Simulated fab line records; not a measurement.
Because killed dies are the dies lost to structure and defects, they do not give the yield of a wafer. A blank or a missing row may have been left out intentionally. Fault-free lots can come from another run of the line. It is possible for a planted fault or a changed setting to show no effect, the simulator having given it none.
Which tool did it? || flow sky130 || Sampling: 24 lots, 72 wafers, 6 of 708 route steps

== WHAT THE GAUGES READ, wafer by wafer ==
SKY_NWELL_OVL_MEAS_10. Usual: NWELL_00_OVL gives 0.0 nm (standard deviation 1.4).
{"lot": "L074", "measured": "day 4 16:27", "on": "overlay-01", "NWELL_00_OVL (nm)": "-1.5 -0.8 -1.4", "flag": ""}
{"lot": "L075", "measured": "day 4 18:22", "on": "overlay-01", "NWELL_00_OVL (nm)": "2.0 0.7 -0.7", "flag": ""}
{"lot": "L076", "measured": "day 5 01:25", "on": "overlay-01", "NWELL_00_OVL (nm)": "3.0 1.6 2.7", "flag": ""}
{"lot": "L077", "measured": "day 5 06:20", "on": "overlay-02", "NWELL_00_OVL (nm)": "-0.2 -0.4 -0.7", "flag": ""}
{"lot": "L078", "measured": "day 5 13:51", "on": "overlay-01", "NWELL_00_OVL (nm)": "0.1 -1.4 -0.3", "flag": ""}
{"lot": "L079", "measured": "day 5 21:04", "on": "overlay-01", "NWELL_00_OVL (nm)": "1.1 -0.2 1.2", "flag": ""}
{"lot": "L080", "measured": "day 6 01:01", "on": "overlay-02", "NWELL_00_OVL (nm)": "2.4 0.6 1.6", "flag": ""}
{"lot": "L081", "measured": "day 6 07:59", "on": "overlay-02", "NWELL_00_OVL (nm)": "1.1 -0.8 -0.1", "flag": ""}
{"lot": "L082", "measured": "day 6 09:58", "on": "overlay-01", "NWELL_00_OVL (nm)": "-0.8 1.2 -1.2", "flag": ""}
{"lot": "L083", "measured": "day 6 16:07", "on": "overlay-02", "NWELL_00_OVL (nm)": "-0.7 0.0 0.1", "flag": ""}
{"lot": "L084", "measured": "day 6 22:22", "on": "overlay-01", "NWELL_00_OVL (nm)": "-0.3 1.6 0.9", "flag": ""}
{"lot": "L085", "measured": "day 7 05:04", "on": "overlay-02", "NWELL_00_OVL (nm)": "-0.7 -0.1 0.3", "flag": ""}
{"lot": "L086", "measured": "day 7 08:26", "on": "overlay-02", "NWELL_00_OVL (nm)": "-1.5 -1.3 -0.5", "flag": ""}
{"lot": "L087", "measured": "day 7 11:32", "on": "overlay-01", "NWELL_00_OVL (nm)": "0.8 2.3 0.0", "flag": ""}
{"lot": "L088", "measured": "day 7 23:55", "on": "overlay-01", "NWELL_00_OVL (nm)": "-2.5 -1.5 -0.4", "flag": ""}
{"lot": "L089", "measured": "day 8 05:50", "on": "overlay-02", "NWELL_00_OVL (nm)": "-1.2 -1.0 -2.1", "flag": ""}
{"lot": "L091", "measured": "day 9 04:22", "on": "overlay-02", "NWELL_00_OVL (nm)": "-2.4 -1.1 -2.4", "flag": ""}
{"lot": "L090", "measured": "day 9 05:13", "on": "overlay-01", "NWELL_00_OVL (nm)": "0.3 0.4 -1.1", "flag": ""}
{"lot": "L093", "measured": "day 9 10:46", "on": "overlay-02", "NWELL_00_OVL (nm)": "-1.3 -1.3 -2.3", "flag": ""}
{"lot": "L092", "measured": "day 9 11:00", "on": "overlay-02", "NWELL_00_OVL (nm)": "0.0 -2.4 -0.1", "flag": ""}
{"lot": "L094", "measured": "day 9 16:06", "on": "overlay-01", "NWELL_00_OVL (nm)": "0.4 0.9 1.7", "flag": ""}
{"lot": "L095", "measured": "day 9 20:12", "on": "overlay-01", "NWELL_00_OVL (nm)": "-0.6 -1.0 -1.1", "flag": ""}
{"lot": "L096", "measured": "day 9 21:40", "on": "overlay-01", "NWELL_00_OVL (nm)": "1.4 0.6 0.6", "flag": ""}
{"lot": "L097", "measured": "day 10 11:31", "on": "overlay-02", "NWELL_00_OVL (nm)": "0.1 2.6 0.3", "flag": ""}

SKY_LDD_P_TW_MEAS_11. Usual: LDD_P_TW gives 634 (standard deviation 3.8).
{"lot": "L074", "measured": "day 19 04:01", "on": "film_metro-01", "LDD_P_TW": "636 633 635", "flag": ""}
{"lot": "L075", "measured": "day 19 02:10", "on": "film_metro-04", "LDD_P_TW": "633 635 638", "flag": ""}
{"lot": "L076", "measured": "day 19 17:26", "on": "film_metro-04", "LDD_P_TW": "632 638 641", "flag": ""}
{"lot": "L077", "measured": "day 20 01:05", "on": "film_metro-02", "LDD_P_TW": "632 630 630", "flag": ""}
{"lot": "L078", "measured": "day 20 13:37", "on": "film_metro-04", "LDD_P_TW": "640 634 633", "flag": ""}
{"lot": "L079", "measured": "day 20 22:26", "on": "film_metro-02", "LDD_P_TW": "627 627 626", "flag": ""}
{"lot": "L080", "measured": "day 21 06:09", "on": "film_metro-02", "LDD_P_TW": "632 634 634", "flag": ""}
{"lot": "L081", "measured": "day 21 21:01", "on": "film_metro-01", "LDD_P_TW": "636 634 635", "flag": ""}
{"lot": "L082", "measured": "day 21 17:58", "on": "film_metro-02", "LDD_P_TW": "634 634 630", "flag": ""}
{"lot": "L083", "measured": "day 22 09:01", "on": "film_metro-02", "LDD_P_TW": "628 628 629", "flag": ""}
{"lot": "L084", "measured": "day 22 19:42", "on": "film_metro-04", "LDD_P_TW": "642 640 639", "flag": ""}
{"lot": "L085", "measured": "day 23 03:49", "on": "film_metro-02", "LDD_P_TW": "632 628 629", "flag": ""}
{"lot": "L086", "measured": "day 24 05:31", "on": "film_metro-04", "LDD_P_TW": "637 639 632", "flag": ""}
{"lot": "L087", "measured": "day 23 15:16", "on": "film_metro-02", "LDD_P_TW": "627 628 630", "flag": ""}
{"lot": "L088", "measured": "day 24 07:35", "on": "film_metro-04", "LDD_P_TW": "635 638 637", "flag": ""}
{"lot": "L089", "measured": "day 24 15:49", "on": "film_metro-01", "LDD_P_TW": "634 634 633", "flag": ""}
{"lot": "L091", "measured": "day 25 21:16", "on": "film_metro-04", "LDD_P_TW": "639 637 636", "flag": ""}
{"lot": "L090", "measured": "day 26 04:20", "on": "film_metro-01", "LDD_P_TW": "633 638 632", "flag": ""}
{"lot": "L093", "measured": "day 26 08:52", "on": "film_metro-02", "LDD_P_TW": "631 628 631", "flag": ""}
{"lot": "L092", "measured": "day 26 14:50", "on": "film_metro-04", "LDD_P_TW": "640 638 637", "flag": ""}
{"lot": "L094", "measured": "day 26 12:10", "on": "film_metro-01", "LDD_P_TW": "640 634 635", "flag": ""}
{"lot": "L095", "measured": "day 26 20:43", "on": "film_metro-04", "LDD_P_TW": "637 633 633", "flag": ""}
{"lot": "L096", "measured": "day 27 03:53", "on": "film_metro-04", "LDD_P_TW": "632 631 636", "flag": ""}
{"lot": "L097", "measured": "day 27 15:17", "on": "film_metro-02", "LDD_P_TW": "633 636 632", "flag": ""}

SKY_VIA3_CD_MEAS_12 targets a cd of 200 nm. Usual: cd_nm 200.1 nm, standard deviation 1.3.
{"lot": "L074", "measured": "day 39 19:23", "on": "cd_sem-01", "cd_nm (nm)": "199.7 198.3 200.1", "flag": ""}
{"lot": "L075", "measured": "day 39 19:20", "on": "cd_sem-02", "cd_nm (nm)": "201.3 200.2 199.3", "flag": ""}
{"lot": "L076", "measured": "day 40 02:23", "on": "cd_sem-01", "cd_nm (nm)": "198.2 198.5 199.1", "flag": ""}
{"lot": "L077", "measured": "day 40 10:57", "on": "cd_sem-02", "cd_nm (nm)": "200.5 199.9 199.8", "flag": ""}
{"lot": "L078", "measured": "day 40 22:08", "on": "cd_sem-02", "cd_nm (nm)": "201.5 200.7 201.4", "flag": ""}
{"lot": "L079", "measured": "day 41 01:13", "on": "cd_sem-01", "cd_nm (nm)": "200.0 199.9 199.2", "flag": ""}
{"lot": "L080", "measured": "day 41 09:45", "on": "cd_sem-02", "cd_nm (nm)": "200.4 199.5 198.5", "flag": ""}
{"lot": "L081", "measured": "day 41 21:02", "on": "cd_sem-01", "cd_nm (nm)": "199.7 201.4 202.5", "flag": ""}
{"lot": "L082", "measured": "day 41 18:40", "on": "cd_sem-01", "cd_nm (nm)": "200.5 200.3 199.8", "flag": ""}
{"lot": "L083", "measured": "day 42 07:24", "on": "cd_sem-02", "cd_nm (nm)": "200.8 199.9 198.6", "flag": ""}
{"lot": "L084", "measured": "day 42 15:40", "on": "cd_sem-01", "cd_nm (nm)": "200.6 201.4 198.9", "flag": ""}
{"lot": "L085", "measured": "day 42 23:13", "on": "cd_sem-02", "cd_nm (nm)": "201.2 200.2 199.6", "flag": ""}
{"lot": "L086", "measured": "day 43 15:22", "on": "cd_sem-02", "cd_nm (nm)": "199.9 200.8 199.7", "flag": ""}
{"lot": "L087", "measured": "day 43 04:26", "on": "cd_sem-01", "cd_nm (nm)": "200.0 202.3 199.9", "flag": ""}
{"lot": "L088", "measured": "day 43 19:19", "on": "cd_sem-02", "cd_nm (nm)": "198.0 197.9 199.2", "flag": ""}
{"lot": "L089", "measured": "day 44 01:20", "on": "cd_sem-01", "cd_nm (nm)": "203.0 202.3 203.3", "flag": ""}
{"lot": "L091", "measured": "day 45 01:31", "on": "cd_sem-01", "cd_nm (nm)": "200.4 203.0 201.7", "flag": ""}
{"lot": "L090", "measured": "day 45 02:15", "on": "cd_sem-01", "cd_nm (nm)": "201.2 200.2 198.9", "flag": ""}
{"lot": "L093", "measured": "day 45 05:01", "on": "cd_sem-01", "cd_nm (nm)": "200.8 199.7 200.3", "flag": ""}
{"lot": "L092", "measured": "day 45 10:58", "on": "cd_sem-01", "cd_nm (nm)": "200.0 199.2 199.9", "flag": ""}
{"lot": "L094", "measured": "day 45 09:07", "on": "cd_sem-01", "cd_nm (nm)": "201.2 201.0 201.8", "flag": ""}
{"lot": "L095", "measured": "day 45 13:38", "on": "cd_sem-01", "cd_nm (nm)": "199.8 200.1 200.6", "flag": ""}
{"lot": "L096", "measured": "day 45 23:09", "on": "cd_sem-01", "cd_nm (nm)": "199.7 200.3 198.5", "flag": ""}
{"lot": "L097", "measured": "day 46 04:04", "on": "cd_sem-01", "cd_nm (nm)": "199.0 197.8 199.0", "flag": ""}

== WHICH TOOL RAN EACH LOT (tool, then ch and the chambers of the sampled wafers, then the start) ==
{"lot": "L074", "SKY_SONOS_ONO_ETCH_15": "rie_diel-01 ch 2,3, day 12 19:56", "SKY_VIA1_CMP_02": "cmp-02 ch 2,3, day 33 00:39", "SKY_METAL2_DESCUM_17": "rie_metal-02 ch 0,1, day 35 08:37"}
{"lot": "L075", "SKY_SONOS_ONO_ETCH_15": "rie_diel-04 ch 0,1, day 12 20:09", "SKY_VIA1_CMP_02": "cmp-01 ch 1,2,3, day 33 00:29", "SKY_METAL2_DESCUM_17": "rie_metal-03 ch 0,1, day 35 08:09"}
{"lot": "L076", "SKY_SONOS_ONO_ETCH_15": "rie_diel-04 ch 0,1,2, day 13 06:23", "SKY_VIA1_CMP_02": "cmp-02 ch 1,3, day 33 10:14", "SKY_METAL2_DESCUM_17": "rie_metal-02 ch 0,1, day 35 16:48"}
{"lot": "L077", "SKY_SONOS_ONO_ETCH_15": "rie_diel-01 ch 0,1,3, day 13 11:15", "SKY_VIA1_CMP_02": "cmp-02 ch 0,3, day 33 18:35", "SKY_METAL2_DESCUM_17": "rie_metal-03 ch 0,1, day 36 02:02"}
{"lot": "L078", "SKY_SONOS_ONO_ETCH_15": "rie_diel-01 ch 1,2, day 14 00:46", "SKY_VIA1_CMP_02": "cmp-02 ch 0,2,3, day 34 05:41", "SKY_METAL2_DESCUM_17": "rie_metal-02 ch 0,1, day 36 11:57"}
{"lot": "L079", "SKY_SONOS_ONO_ETCH_15": "rie_diel-04 ch 2,3, day 14 06:52", "SKY_VIA1_CMP_02": "cmp-01 ch 0,1,3, day 34 09:41", "SKY_METAL2_DESCUM_17": "rie_metal-02 ch 0,1, day 36 15:04"}
{"lot": "L080", "SKY_SONOS_ONO_ETCH_15": "rie_diel-04 ch 1,3, day 14 16:44", "SKY_VIA1_CMP_02": "cmp-02 ch 1,2, day 34 20:32", "SKY_METAL2_DESCUM_17": "rie_metal-02 ch 0,1, day 37 02:02"}
{"lot": "L081", "SKY_SONOS_ONO_ETCH_15": "rie_diel-02 ch 0,1, day 15 03:46", "SKY_VIA1_CMP_02": "cmp-02 ch 1,3, day 35 07:58", "SKY_METAL2_DESCUM_17": "rie_metal-02 ch 0,1, day 37 12:53"}
{"lot": "L082", "SKY_SONOS_ONO_ETCH_15": "rie_diel-04 ch 1,3, day 15 04:41", "SKY_VIA1_CMP_02": "cmp-02 ch 0,1,3, day 35 03:44", "SKY_METAL2_DESCUM_17": "rie_metal-03 ch 0,1, day 37 09:46"}
{"lot": "L083", "SKY_SONOS_ONO_ETCH_15": "rie_diel-02 ch 1,2,3, day 15 12:19", "SKY_VIA1_CMP_02": "cmp-01 ch 1,2,3, day 35 18:26", "SKY_METAL2_DESCUM_17": "rie_metal-04 ch 0,1, day 38 00:06"}
{"lot": "L084", "SKY_SONOS_ONO_ETCH_15": "rie_diel-02 ch 0,1,3, day 15 23:55", "SKY_VIA1_CMP_02": "cmp-01 ch 0,1,3, day 36 03:19", "SKY_METAL2_DESCUM_17": "rie_metal-03 ch 0,1, day 38 08:07"}
{"lot": "L085", "SKY_SONOS_ONO_ETCH_15": "rie_diel-04 ch 1,3, day 16 08:15", "SKY_VIA1_CMP_02": "cmp-02 ch 1,2, day 36 10:51", "SKY_METAL2_DESCUM_17": "rie_metal-04 ch 0, day 38 16:25"}
{"lot": "L086", "SKY_SONOS_ONO_ETCH_15": "rie_diel-04 ch 1,2,3, day 17 07:09", "SKY_VIA1_CMP_02": "cmp-02 ch 1,2,3, day 37 06:28", "SKY_METAL2_DESCUM_17": "rie_metal-03 ch 0,1, day 39 11:30"}
{"lot": "L087", "SKY_SONOS_ONO_ETCH_15": "rie_diel-02 ch 2,3, day 16 18:35", "SKY_VIA1_CMP_02": "cmp-01 ch 1,2,3, day 36 18:13", "SKY_METAL2_DESCUM_17": "rie_metal-02 ch 0,1, day 38 22:46"}
{"lot": "L088", "SKY_SONOS_ONO_ETCH_15": "rie_diel-04 ch 1,3, day 17 13:03", "SKY_VIA1_CMP_02": "cmp-01 ch 1,2,3, day 37 09:33", "SKY_METAL2_DESCUM_17": "rie_metal-04 ch 0,1, day 39 14:28"}
{"lot": "L089", "SKY_SONOS_ONO_ETCH_15": "rie_diel-01 ch 1,2,3, day 17 18:43", "SKY_VIA1_CMP_02": "cmp-01 ch 0,2,3, day 37 16:41", "SKY_METAL2_DESCUM_17": "rie_metal-02 ch 0,1, day 39 21:32"}
{"lot": "L091", "SKY_SONOS_ONO_ETCH_15": "rie_diel-02 ch 0,2,3, day 19 02:34", "SKY_VIA1_CMP_02": "cmp-01 ch 1,2,3, day 38 19:12", "SKY_METAL2_DESCUM_17": "rie_metal-03 ch 0,1, day 40 23:04"}
{"lot": "L090", "SKY_SONOS_ONO_ETCH_15": "rie_diel-04 ch 2,3, day 19 07:43", "SKY_VIA1_CMP_02": "cmp-02 ch 1,2,3, day 38 22:07", "SKY_METAL2_DESCUM_17": "rie_metal-02 ch 0,1, day 41 01:42"}
{"lot": "L093", "SKY_SONOS_ONO_ETCH_15": "rie_diel-01 ch 2,3, day 19 11:33", "SKY_VIA1_CMP_02": "cmp-01 ch 1,2,3, day 39 01:47", "SKY_METAL2_DESCUM_17": "rie_metal-03 ch 0,1, day 41 05:17"}
{"lot": "L092", "SKY_SONOS_ONO_ETCH_15": "rie_diel-04 ch 2,3, day 19 20:25", "SKY_VIA1_CMP_02": "cmp-02 ch 2,3, day 39 09:00", "SKY_METAL2_DESCUM_17": "rie_metal-04 ch 0,1, day 41 11:57"}
{"lot": "L094", "SKY_SONOS_ONO_ETCH_15": "rie_diel-01 ch 0,2,3, day 19 18:56", "SKY_VIA1_CMP_02": "cmp-02 ch 0,1,2, day 39 06:14", "SKY_METAL2_DESCUM_17": "rie_metal-02 ch 0,1, day 41 09:22"}
{"lot": "L095", "SKY_SONOS_ONO_ETCH_15": "rie_diel-04 ch 1,2, day 20 02:38", "SKY_VIA1_CMP_02": "cmp-01 ch 0,2, day 39 13:34", "SKY_METAL2_DESCUM_17": "rie_metal-03 ch 0,1, day 41 15:37"}
{"lot": "L096", "SKY_SONOS_ONO_ETCH_15": "rie_diel-01 ch 1,2, day 20 07:17", "SKY_VIA1_CMP_02": "cmp-02 ch 1,2, day 39 20:08", "SKY_METAL2_DESCUM_17": "rie_metal-02 ch 0,1, day 41 23:21"}
{"lot": "L097", "SKY_SONOS_ONO_ETCH_15": "rie_diel-01 ch 1,2, day 20 23:02", "SKY_VIA1_CMP_02": "cmp-01 ch 0,2,3, day 40 04:50", "SKY_METAL2_DESCUM_17": "rie_metal-04 ch 0,1, day 42 07:25"}
- SKY_SONOS_ONO_ETCH_15: etches the open film in CHF3/O2, target depth 19.52 nm, time 7.8 s.
- SKY_VIA1_CMP_02: polishes SiO2.
- SKY_METAL2_DESCUM_17: chemistry O2, time 8 s.

== AS READ BY THE TOOLS THEMSELVES (means over the sampled wafers that have a number; for cases with no such wafer, the mark the record gives instead) ==
SKY_SONOS_ONO_ETCH_15. Usual: drypump_motor_current_A 5.7 A, standard deviation 0.48; oes_product_au 1.003 a.u., standard deviation 0.013; throttle_valve_pct 8.825 %, standard deviation 0.0093.
{"lot": "L074", "tool": "rie_diel-01", "drypump_motor_current_A (A)": 5.9, "oes_product_au (a.u.)": 1.007, "throttle_valve_pct (%)": 8.826, "flag": ""}
{"lot": "L075", "tool": "rie_diel-04", "drypump_motor_current_A (A)": 5.3, "oes_product_au (a.u.)": 0.987, "throttle_valve_pct (%)": 8.823, "flag": ""}
{"lot": "L076", "tool": "rie_diel-04", "drypump_motor_current_A (A)": 5.5, "oes_product_au (a.u.)": 1.004, "throttle_valve_pct (%)": 8.823, "flag": ""}
{"lot": "L077", "tool": "rie_diel-01", "drypump_motor_current_A (A)": 6.0, "oes_product_au (a.u.)": 1.001, "throttle_valve_pct (%)": 8.817, "flag": ""}
{"lot": "L078", "tool": "rie_diel-01", "drypump_motor_current_A (A)": 6.4, "oes_product_au (a.u.)": 0.985, "throttle_valve_pct (%)": 8.820, "flag": ""}
{"lot": "L079", "tool": "rie_diel-04", "drypump_motor_current_A (A)": 5.3, "oes_product_au (a.u.)": 1.000, "throttle_valve_pct (%)": 8.829, "flag": ""}
{"lot": "L080", "tool": "rie_diel-04", "drypump_motor_current_A (A)": 5.4, "oes_product_au (a.u.)": 1.007, "throttle_valve_pct (%)": 8.821, "flag": ""}
{"lot": "L081", "tool": "rie_diel-02", "drypump_motor_current_A (A)": 5.9, "oes_product_au (a.u.)": 1.021, "throttle_valve_pct (%)": 8.829, "flag": ""}
{"lot": "L082", "tool": "rie_diel-04", "drypump_motor_current_A (A)": 5.4, "oes_product_au (a.u.)": 1.008, "throttle_valve_pct (%)": 8.822, "flag": ""}
{"lot": "L083", "tool": "rie_diel-02", "drypump_motor_current_A (A)": 5.7, "oes_product_au (a.u.)": 1.017, "throttle_valve_pct (%)": 8.826, "flag": ""}
{"lot": "L084", "tool": "rie_diel-02", "drypump_motor_current_A (A)": 5.6, "oes_product_au (a.u.)": 1.020, "throttle_valve_pct (%)": 8.826, "flag": ""}
{"lot": "L085", "tool": "rie_diel-04", "drypump_motor_current_A (A)": 5.4, "oes_product_au (a.u.)": 1.001, "throttle_valve_pct (%)": 8.821, "flag": ""}
{"lot": "L086", "tool": "rie_diel-04", "drypump_motor_current_A (A)": 5.5, "oes_product_au (a.u.)": 1.001, "throttle_valve_pct (%)": 8.822, "flag": ""}
{"lot": "L087", "tool": "rie_diel-02", "drypump_motor_current_A (A)": 5.6, "oes_product_au (a.u.)": 0.996, "throttle_valve_pct (%)": 8.825, "flag": ""}
{"lot": "L088", "tool": "rie_diel-04", "drypump_motor_current_A (A)": 5.4, "oes_product_au (a.u.)": 1.015, "throttle_valve_pct (%)": 8.827, "flag": ""}
{"lot": "L089", "tool": "rie_diel-01", "drypump_motor_current_A (A)": 6.2, "oes_product_au (a.u.)": 0.995, "throttle_valve_pct (%)": 8.828, "flag": ""}
{"lot": "L091", "tool": "rie_diel-02", "drypump_motor_current_A (A)": 5.6, "oes_product_au (a.u.)": 0.997, "throttle_valve_pct (%)": 8.829, "flag": ""}
{"lot": "L090", "tool": "rie_diel-04", "drypump_motor_current_A (A)": 5.3, "oes_product_au (a.u.)": 1.001, "throttle_valve_pct (%)": 8.829, "flag": ""}
{"lot": "L093", "tool": "rie_diel-01", "drypump_motor_current_A (A)": 5.9, "oes_product_au (a.u.)": 0.998, "throttle_valve_pct (%)": 8.821, "flag": ""}
{"lot": "L092", "tool": "rie_diel-04", "drypump_motor_current_A (A)": 5.3, "oes_product_au (a.u.)": 1.010, "throttle_valve_pct (%)": 8.815, "flag": ""}
{"lot": "L094", "tool": "rie_diel-01", "drypump_motor_current_A (A)": 6.0, "oes_product_au (a.u.)": 1.002, "throttle_valve_pct (%)": 8.833, "flag": ""}
{"lot": "L095", "tool": "rie_diel-04", "drypump_motor_current_A (A)": 5.7, "oes_product_au (a.u.)": 1.007, "throttle_valve_pct (%)": 8.834, "flag": ""}
{"lot": "L096", "tool": "rie_diel-01", "drypump_motor_current_A (A)": 6.5, "oes_product_au (a.u.)": 0.989, "throttle_valve_pct (%)": 8.825, "flag": ""}
{"lot": "L097", "tool": "rie_diel-01", "drypump_motor_current_A (A)": 6.5, "oes_product_au (a.u.)": 0.986, "throttle_valve_pct (%)": 8.827, "flag": ""}

SKY_VIA1_CMP_02. Usual: edge_zone_pressure_frac 0.999, standard deviation 0.0048; motor_current_A 11.9 A, standard deviation 1.4.
{"lot": "L074", "tool": "cmp-02", "edge_zone_pressure_frac": 1.001, "motor_current_A (A)": 11.7, "flag": ""}
{"lot": "L075", "tool": "cmp-01", "edge_zone_pressure_frac": 0.996, "motor_current_A (A)": 12.1, "flag": ""}
{"lot": "L076", "tool": "cmp-02", "edge_zone_pressure_frac": 0.999, "motor_current_A (A)": 11.3, "flag": ""}
{"lot": "L077", "tool": "cmp-02", "edge_zone_pressure_frac": 1.001, "motor_current_A (A)": 11.1, "flag": ""}
{"lot": "L078", "tool": "cmp-02", "edge_zone_pressure_frac": 0.998, "motor_current_A (A)": 11.6, "flag": ""}
{"lot": "L079", "tool": "cmp-01", "edge_zone_pressure_frac": 0.995, "motor_current_A (A)": 13.4, "flag": ""}
{"lot": "L080", "tool": "cmp-02", "edge_zone_pressure_frac": 1.001, "motor_current_A (A)": 11.7, "flag": ""}
{"lot": "L081", "tool": "cmp-02", "edge_zone_pressure_frac": 0.998, "motor_current_A (A)": 11.5, "flag": ""}
{"lot": "L082", "tool": "cmp-02", "edge_zone_pressure_frac": 1.002, "motor_current_A (A)": 11.0, "flag": ""}
{"lot": "L083", "tool": "cmp-01", "edge_zone_pressure_frac": 1.000, "motor_current_A (A)": 12.4, "flag": ""}
{"lot": "L084", "tool": "cmp-01", "edge_zone_pressure_frac": 1.000, "motor_current_A (A)": 13.3, "flag": ""}
{"lot": "L085", "tool": "cmp-02", "edge_zone_pressure_frac": 0.999, "motor_current_A (A)": 11.8, "flag": ""}
{"lot": "L086", "tool": "cmp-02", "edge_zone_pressure_frac": 1.002, "motor_current_A (A)": 11.5, "flag": ""}
{"lot": "L087", "tool": "cmp-01", "edge_zone_pressure_frac": 0.998, "motor_current_A (A)": 12.9, "flag": ""}
{"lot": "L088", "tool": "cmp-01", "edge_zone_pressure_frac": 1.001, "motor_current_A (A)": 12.7, "flag": ""}
{"lot": "L089", "tool": "cmp-01", "edge_zone_pressure_frac": 0.998, "motor_current_A (A)": 12.8, "flag": ""}
{"lot": "L091", "tool": "cmp-01", "edge_zone_pressure_frac": 1.001, "motor_current_A (A)": 12.7, "flag": ""}
{"lot": "L090", "tool": "cmp-02", "edge_zone_pressure_frac": 0.997, "motor_current_A (A)": 11.5, "flag": ""}
{"lot": "L093", "tool": "cmp-01", "edge_zone_pressure_frac": 0.998, "motor_current_A (A)": 12.7, "flag": ""}
{"lot": "L092", "tool": "cmp-02", "edge_zone_pressure_frac": 1.003, "motor_current_A (A)": 12.0, "flag": ""}
{"lot": "L094", "tool": "cmp-02", "edge_zone_pressure_frac": 1.001, "motor_current_A (A)": 11.0, "flag": ""}
{"lot": "L095", "tool": "cmp-01", "edge_zone_pressure_frac": 1.002, "motor_current_A (A)": 11.2, "flag": ""}
{"lot": "L096", "tool": "cmp-02", "edge_zone_pressure_frac": 1.002, "motor_current_A (A)": 11.1, "flag": ""}
{"lot": "L097", "tool": "cmp-01", "edge_zone_pressure_frac": 0.998, "motor_current_A (A)": 12.8, "flag": ""}

SKY_METAL2_DESCUM_17. Usual: drypump_motor_current_A 5.8 A, standard deviation 0.36; oes_product_au 1.005 a.u., standard deviation 0.015.
{"lot": "L074", "tool": "rie_metal-02", "drypump_motor_current_A (A)": 6.1, "oes_product_au (a.u.)": 1.007, "flag": ""}
{"lot": "L075", "tool": "rie_metal-03", "drypump_motor_current_A (A)": 5.5, "oes_product_au (a.u.)": 0.999, "flag": ""}
{"lot": "L076", "tool": "rie_metal-02", "drypump_motor_current_A (A)": 6.1, "oes_product_au (a.u.)": 1.000, "flag": ""}
{"lot": "L077", "tool": "rie_metal-03", "drypump_motor_current_A (A)": 5.8, "oes_product_au (a.u.)": 1.009, "flag": ""}
{"lot": "L078", "tool": "rie_metal-02", "drypump_motor_current_A (A)": 5.9, "oes_product_au (a.u.)": 1.009, "flag": ""}
{"lot": "L079", "tool": "rie_metal-02", "drypump_motor_current_A (A)": 6.1, "oes_product_au (a.u.)": 0.998, "flag": ""}
{"lot": "L080", "tool": "rie_metal-02", "drypump_motor_current_A (A)": 5.9, "oes_product_au (a.u.)": 1.017, "flag": ""}
{"lot": "L081", "tool": "rie_metal-02", "drypump_motor_current_A (A)": 6.1, "oes_product_au (a.u.)": 1.009, "flag": ""}
{"lot": "L082", "tool": "rie_metal-03", "drypump_motor_current_A (A)": 5.5, "oes_product_au (a.u.)": 0.998, "flag": ""}
{"lot": "L083", "tool": "rie_metal-04", "drypump_motor_current_A (A)": 5.5, "oes_product_au (a.u.)": 0.996, "flag": ""}
{"lot": "L084", "tool": "rie_metal-03", "drypump_motor_current_A (A)": 5.8, "oes_product_au (a.u.)": 1.009, "flag": ""}
{"lot": "L085", "tool": "rie_metal-04", "drypump_motor_current_A (A)": 5.7, "oes_product_au (a.u.)": 1.003, "flag": ""}
{"lot": "L086", "tool": "rie_metal-03", "drypump_motor_current_A (A)": 5.8, "oes_product_au (a.u.)": 1.022, "flag": ""}
{"lot": "L087", "tool": "rie_metal-02", "drypump_motor_current_A (A)": 6.0, "oes_product_au (a.u.)": 1.003, "flag": ""}
{"lot": "L088", "tool": "rie_metal-04", "drypump_motor_current_A (A)": 5.4, "oes_product_au (a.u.)": 0.989, "flag": ""}
{"lot": "L089", "tool": "rie_metal-02", "drypump_motor_current_A (A)": 6.1, "oes_product_au (a.u.)": 0.997, "flag": ""}
{"lot": "L091", "tool": "rie_metal-03", "drypump_motor_current_A (A)": 5.5, "oes_product_au (a.u.)": 0.993, "flag": ""}
{"lot": "L090", "tool": "rie_metal-02", "drypump_motor_current_A (A)": 5.9, "oes_product_au (a.u.)": 1.011, "flag": ""}
{"lot": "L093", "tool": "rie_metal-03", "drypump_motor_current_A (A)": 5.8, "oes_product_au (a.u.)": 1.017, "flag": ""}
{"lot": "L092", "tool": "rie_metal-04", "drypump_motor_current_A (A)": 5.5, "oes_product_au (a.u.)": 0.993, "flag": ""}
{"lot": "L094", "tool": "rie_metal-02", "drypump_motor_current_A (A)": 5.9, "oes_product_au (a.u.)": 1.012, "flag": ""}
{"lot": "L095", "tool": "rie_metal-03", "drypump_motor_current_A (A)": 5.8, "oes_product_au (a.u.)": 1.018, "flag": ""}
{"lot": "L096", "tool": "rie_metal-02", "drypump_motor_current_A (A)": 5.9, "oes_product_au (a.u.)": 1.011, "flag": ""}
{"lot": "L097", "tool": "rie_metal-04", "drypump_motor_current_A (A)": 5.5, "oes_product_au (a.u.)": 1.004, "flag": ""}

== THE ANSWER, worked out from the rows above alone ==
Rule: a lot is off if the mean of its wafers that have a number lies more than 3 standard deviations from the usual mean. A lot without any number at a reading at which 4 lots or more have one is off too. The other lots that the step has rows for count as sound. First the gauges in route order, then the tools' own readings, where a lot's mean is used as printed above. At the first step where some lot is off, the reading lying furthest off is the one used; lots without a number count as furthest.
Nothing can be told from this: no lot is off at any reading shown.

== WHAT THE SIMULATOR HAD INSERTED ==
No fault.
